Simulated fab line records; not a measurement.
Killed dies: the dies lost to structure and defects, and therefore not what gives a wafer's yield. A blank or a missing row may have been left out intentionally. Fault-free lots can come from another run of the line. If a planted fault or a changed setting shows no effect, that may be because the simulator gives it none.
The tool behind it: which one?    flow gf180mcu    15 lots with 45 wafers sampled at 5 steps, on a route of 602 steps

## WHAT THE GAUGES READ, wafer by wafer
GF_STI_THK_MEAS_02.
lot   measured     on            STI_OXIDATION_THK (nm)
L891  day 1 11:58  filmMetro-04  9.75 9.94 10.05
L892  day 1 16:31  filmMetro-03  9.76 9.70 9.71
L894  day 2 03:19  filmMetro-03  9.85 10.00 10.01
L895  day 2 08:01  filmMetro-03  10.09 9.88 9.86
L896  day 2 13:09  filmMetro-02  10.15 9.79 9.93
L897  day 2 17:32  filmMetro-02  10.31 10.41 10.42
L898  day 2 22:42  filmMetro-04  10.14 9.95 10.09
L899  day 3 04:24  filmMetro-04  9.86 9.96 9.99
L903  day 3 23:31  filmMetro-03  9.73 9.83 9.68
L904  day 4 04:31  filmMetro-03  10.18 10.28 10.20
L905  day 4 10:20  filmMetro-02  9.58 9.60 9.45
L908  day 5 00:35  filmMetro-02  9.76 9.78 9.78
L910  day 5 10:31  filmMetro-02  10.07 10.10 9.81
L913  day 6 01:31  filmMetro-02  10.21 9.96 10.22
L914  day 6 07:34  filmMetro-02  10.06 10.06 10.07

GF_LVPWELL_OVL_MEAS_07.
lot   measured     on          LVPWELL_OVL (nm)
L891  day 3 20:48  overlay-01  0.1 2.1 2.1
L892  day 4 02:16  overlay-01  -1.1 -2.5 -1.8
L894  day 4 14:14  overlay-01  -3.6 0.7 0.5
L895  day 4 19:29  overlay-02  -0.8 -1.8 -1.3
L896  day 5 03:37  overlay-01  -1.2 -1.4 -1.0
L897  day 5 09:05  overlay-01  0.1 0.7 1.0
L898  day 5 12:41  overlay-01  -1.3 -1.8 0.0
L899  day 5 15:45  overlay-01  127.6 127.1 126.7
L903  day 6 14:54  overlay-02  125.4 125.4 126.6
L904  day 6 18:40  overlay-02  126.7 126.0 125.5
L905  day 7 03:43  overlay-01  127.9 127.8 129.5
L908  day 7 20:37  overlay-01  2.1 1.3 2.7
L910  day 8 10:59  overlay-02  1.4 1.2 1.2
L913  day 9 02:32  overlay-01  2.3 0.8 1.8
L914  day 9 09:41  overlay-01  2.1 3.2 2.1

GF_VT_IMPLANT_RS_MEAS_49: measures by four-point-probe.
lot   measured      on            MVPSD_RS (ohm/sq)
L891  day 7 13:43   filmMetro-03  1168.2 1168.2 1165.3
L892  day 7 19:38   filmMetro-01  1170.1 1174.0 1172.8
L894  day 8 12:01   filmMetro-01  1171.9 1168.3 1171.2
L895  day 8 19:25   filmMetro-03  1166.0 1167.3 1168.3
L896  day 9 05:34   filmMetro-03  1156.3 1159.4 1161.8
L897  day 9 13:02   filmMetro-02  1170.6 1169.6 1166.0
L898  day 9 18:38   filmMetro-01  1172.6 1172.0 1172.0
L899  day 9 21:35   filmMetro-03  1169.2 1167.5 1167.7
L903  day 11 04:07  filmMetro-03  1169.4 1168.7 1173.1
L904  day 11 08:20  filmMetro-02  1165.4 1169.1 1166.0
L905  day 11 19:35  filmMetro-03  1172.5 1173.3 1171.0
L908  day 12 16:35  filmMetro-02  1170.7 1171.7 1169.8
L910  day 13 08:42  filmMetro-03  1163.9 1170.4 1166.3
L913  day 14 01:31  filmMetro-03  1165.0 1166.5 1165.1
L914  day 14 11:35  filmMetro-02  1168.2 1173.3 1170.3

GF_DUAL_GATE_THK_MEAS_03.
lot   measured      on            DUAL_GATE_OXIDATION_00_THK (nm)
L891  day 7 15:28   filmMetro-03  10.76 10.88 10.84
L892  day 7 21:32   filmMetro-04  10.83 10.87 10.60
L894  day 8 13:53   filmMetro-02  10.85 10.88 10.86
L895  day 8 21:11   filmMetro-02  11.10 10.98 11.29
L896  day 9 07:20   filmMetro-03  10.80 10.84 10.59
L897  day 9 15:51   filmMetro-03  10.68 10.76 10.91
L898  day 9 20:58   filmMetro-02  10.93 11.02 10.92
L899  day 9 23:20   filmMetro-04  10.80 10.84 10.91
L903  day 11 09:31  filmMetro-03  10.57 10.69 10.54
L904  day 11 13:46  filmMetro-04  10.96 10.71 10.61
L905  day 11 21:19  filmMetro-02  10.69 10.66 10.82
L908  day 12 19:41  filmMetro-03  10.51 10.72 10.68
L910  day 13 10:32  filmMetro-03  11.28 11.25 11.24
L913  day 14 03:56  filmMetro-04  11.08 10.97 11.03
L914  day 14 13:20  filmMetro-04  10.81 10.73 10.62

## WHICH TOOL RAN EACH LOT (tool, then ch and the chambers of the sampled wafers, then the start)
lot   GF_LVPWELL_EXPOSE_04
L891  ilineStepper-01 ch 0, day 3 15:29
L892  ilineStepper-02 ch 0, day 3 19:43
L894  ilineStepper-01 ch 0, day 4 08:09
L895  ilineStepper-02 ch 0, day 4 13:01
L896  ilineStepper-02 ch 0, day 4 20:42
L897  ilineStepper-01 ch 0, day 5 02:33
L898  ilineStepper-02 ch 0, day 5 05:41
L899  ilineStepper-02 ch 0, day 5 08:48
L903  ilineStepper-02 ch 0, day 6 07:22
L904  ilineStepper-02 ch 0, day 6 10:54
L905  ilineStepper-02 ch 0, day 6 19:56
L908  ilineStepper-01 ch 0, day 7 12:43
L910  ilineStepper-01 ch 0, day 8 02:28
L913  ilineStepper-01 ch 0, day 8 17:40
L914  ilineStepper-01 ch 0, day 9 00:29
- GF_LVPWELL_EXPOSE_04: exposes mask LVPWELL, target cd 600 nm.

## AS READ BY THE TOOLS THEMSELVES (means over the sampled wafers that have a number; for cases with no such wafer, the mark the record gives instead)
The record holds no such reading with a usual standard deviation.

## THE ANSWER, worked out from the rows above alone
Rule: what is usual is taken from the lots themselves. The widest of any qualifying gaps counts: lots, ordered by their means at a reading, are off when they make up no more than a third of the lots, leave a main group of 4 or more, and stand apart from it by 3 or more times the standard deviation of that group's means. If all means in a main group match to the digits the tables above print for the reading, that group is not used. A lot without any number at a reading at which 4 lots or more have one is off too. All remaining lots with rows at the step are treated as sound. After the gauges, taken in route order, come the tools' own readings; for these a lot's mean is taken, as printed above. At the first step where some lot is off, the reading lying furthest off is the one used; lots without a number count as furthest.
Off: L899, L903, L904, L905, at GF_LVPWELL_OVL_MEAS_07 (LVPWELL_OVL). Mean 0.3 nm and standard deviation 1.5 in the main group.
A tool fits if, at a process step before that reading, it ran every lot that is off, and no sound lot after the first of them. Those tools and the gauges at GF_LVPWELL_OVL_MEAS_07 are tried in the same way. One fits: ilineStepper-02 at GF_LVPWELL_EXPOSE_04. Its last sound lot is L898 (day 5 05:41), its first lot that is off L899 (day 5 08:48): a fault that began between those two fits.

## WHAT THE SIMULATOR PUT IN
Scanner matching overlay: ilineStepper-02, from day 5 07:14 on, at GF_LVPWELL_EXPOSE_04. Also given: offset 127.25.
Shown lots that were struck: L899, L903, L904, L905. The rule above reached the same finding.
